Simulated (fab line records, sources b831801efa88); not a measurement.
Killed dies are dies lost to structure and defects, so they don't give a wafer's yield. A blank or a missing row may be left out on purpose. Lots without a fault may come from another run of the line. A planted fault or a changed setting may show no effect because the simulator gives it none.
A struck lot beside a sound one | flow sfq_line | 28 steps out of a route of 325
Sound: wafers L168.1, L168.4, L168.5. Struck: wafers L161.2, L161.5, L161.6. The cause comes at the end.
At each step with rows: each side's tool, then ch and its chambers, then its first start. Under that, the readings that differ: sound wafers | struck wafers | difference of the means | sigmas: that difference in standard deviations of wafers without a fault.
alike: readings whose means differ by less than 2 such deviations, and words and numbers that are the same on both sides. not compared: withheld readings, readings that some wafer has no value for, bounds like >300 that may hide the same value, and numbers for which the record gives no deviation and whose values overlap.
The two part at a step that has a row with sigmas, a row that says differs or no value, or rows on one side only. Numbers that don't overlap but have no deviation are shown without sigmas and don't part them. A reading that every wafer of one side lacks parts them only if that side has two wafers or more.

first, 6 steps without rows for these wafers: SFQ_TRILAYER_M1_LITHO_COAT_044 (resist thk 62 nm); SFQ_TRILAYER_M1_LITHO_COAT_039 (resist thk 600 nm); SFQ_TRILAYER_M1_LITHO_SOFTBAKE_043; SFQ_TRILAYER_M1_LITHO_EXPOSE_040 (exposes mask M1, target cd 500 nm); SFQ_TRILAYER_M1_LITHO_PEB_042 (peb time 60 s); SFQ_TRILAYER_M1_LITHO_DEVELOP_041 (time 60 s).
SFQ_M1_OVL_MEAS_911:
  sound on overlay-02, day 30 18:25; struck on overlay-02, day 27 18:24
  alike: M1_OVL
SFQ_TRILAYER_M1_BARC_OPEN_METAL_ETCH_054: etches BARC in O2, target depth 125 nm, time 41.7 s.
  sound on rie_metal-01 ch 0,1, day 30 18:28; struck on rie_metal-03 ch 0,1, day 27 18:26
  alike: drypump_motor_current_A, he_backside_leak_sccm, oes_product_au
  not compared: rf_hours_counter_h
then, 3 steps without rows for these wafers: SFQ_TRILAYER_M1_ETCH_METAL_ETCH_042 (etches Nb in Cl2/Ar, stops on SiO2, target depth 240 nm, time 120 s); SFQ_TRILAYER_M1_STRIP_STRIP_043 (strips in O2); SFQ_TRILAYER_M1_STRIP_SOLV_CLEAN_044 (cleans in NMP, time 600 s).
SFQ_TRILAYER_I1_DEP_PECVD_045: deposits SiO2 from SiH4/N2O, time 111.11 s, target thk 500 nm.
  sound on pecvd-03 ch 1,2, day 30 19:25; struck on pecvd-03 ch 0,1, day 27 19:23
  alike: heater_power_w, showerhead_vpp_V, throttle_valve_pct
SFQ_TRILAYER_I1_CMP_CMP_046: polishes SiO2.
  sound on cmp-02 ch 0,1,2, day 30 23:05; struck on cmp-01 ch 0,2,3, day 27 22:35
  reading                                             | sound             | struck            | difference | sigmas
  time_to_endpoint_s (s)                              | 223 221 216       | 200 208 204       | -16        | -2
  model.SiO2_of_TRILAYER_I1_DEP_PECVD_045.thk_nm (nm) | 201.6 201.7 200.9 | 219.8 220.1 219.1 | +18.3      |
  alike: motor_current_A
SFQ_I1_BOW_MEAS_912:
  sound on film_metro-04, day 31 01:05; struck on film_metro-04, day 28 00:36
  alike: I1_BOW
SFQ_TRILAYER_I1_METRO_MEASURE_047:
  sound on film_metro-04, day 31 01:13; struck on film_metro-04, day 28 00:54
  reading     | sound             | struck            | difference | sigmas
  thk_nm (nm) | 201.6 201.7 200.8 | 219.7 220.0 219.0 | +18.2      | +21
then, 6 steps without rows for these wafers: SFQ_TRILAYER_I1_VIA_LITHO_COAT_054 (resist thk 62 nm); SFQ_TRILAYER_I1_VIA_LITHO_COAT_049 (resist thk 650 nm); SFQ_TRILAYER_I1_VIA_LITHO_SOFTBAKE_053; SFQ_TRILAYER_I1_VIA_LITHO_EXPOSE_050 (exposes mask I1, target cd 500 nm); SFQ_TRILAYER_I1_VIA_LITHO_PEB_052 (peb time 60 s); SFQ_TRILAYER_I1_VIA_LITHO_DEVELOP_051 (time 60 s).
-- the record jumps here: 6 days lie between the struck wafers' starts before and after --
SFQ_I1_OVL_MEAS_913:
  sound on overlay-02, day 36 20:43; struck on overlay-02, day 34 06:35
  alike: I1_OVL
SFQ_TRILAYER_I1_VIA_BARC_OPEN_VIA_ETCH_071: etches BARC in O2, target depth 125 nm, time 41.7 s.
  sound on rie_diel-04 ch 1,3, day 36 20:45; struck on rie_diel-02 ch 2,3, day 34 06:37
  alike: drypump_motor_current_A, oes_product_au
  not compared: rf_hours_counter_h
SFQ_TRILAYER_I1_VIA_ETCH_VIA_ETCH_052: etches SiO2 in CHF3, stops on Nb, target depth 260 nm.
  sound on rie_diel-04 ch 1,3, day 36 20:47; struck on rie_diel-02 ch 2,3, day 34 06:40
  reading                        | sound             | struck            | difference | sigmas
  oes_product_au (a.u.)          | 0.862 0.854 0.852 | 0.911 0.903 0.899 | +0.048     | +10
  model.etch.depth_nm (nm)       | 201.6 201.7 200.9 | 219.8 220.1 219.1 | +18.3      |
  model.I1.feature_depth_nm (nm) | 201.6 201.7 200.9 | 219.8 220.1 219.1 | +18.3      |
  alike: drypump_motor_current_A
SFQ_TRILAYER_I1_VIA_STRIP_STRIP_053: strips in O2.
  sound on rie_metal-03 ch 0,1, day 36 20:54; struck on rie_metal-04 ch 0,1, day 34 06:46
  alike: drypump_motor_current_A, he_backside_leak_sccm, oes_product_au
  not compared: rf_hours_counter_h
then, 1 step without rows for these wafers: SFQ_TRILAYER_I1_VIA_STRIP_SOLV_CLEAN_054 (cleans in NMP, time 600 s).
SFQ_TRILAYER_M2_DEP_PRE_CLEAN_056: time 22.5 s.
  sound on pvd_sputter-05, day 36 21:40; struck on pvd_sputter-05, day 34 07:33
  reading                                             | sound             | struck            | difference | sigmas
  model.SiO2_of_TRILAYER_I1_DEP_PECVD_045.thk_nm (nm) | 194.1 194.2 193.4 | 212.3 212.6 211.6 | +18.3      |
SFQ_TRILAYER_M2_DEP_SPUTTER_055: material Nb, target thk 200 nm, time 133.3 s.
  sound on pvd_sputter-05, day 36 21:42; struck on pvd_sputter-05, day 34 07:35
  alike: base_pressure_pa, throttle_valve_pct

WHERE THEY PART
First at SFQ_TRILAYER_I1_CMP_CMP_046; last, within this record, at SFQ_TRILAYER_I1_VIA_ETCH_VIA_ETCH_052. Later steps at which nothing parts them and some readings are alike: SFQ_TRILAYER_I1_VIA_STRIP_STRIP_053, SFQ_TRILAYER_M2_DEP_SPUTTER_055.

WHY: what the simulator had put in
Process parameter drift: cmp-01, from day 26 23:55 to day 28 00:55, at SFQ_TRILAYER_I1_CMP_CMP_046. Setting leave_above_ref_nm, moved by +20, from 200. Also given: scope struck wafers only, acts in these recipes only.
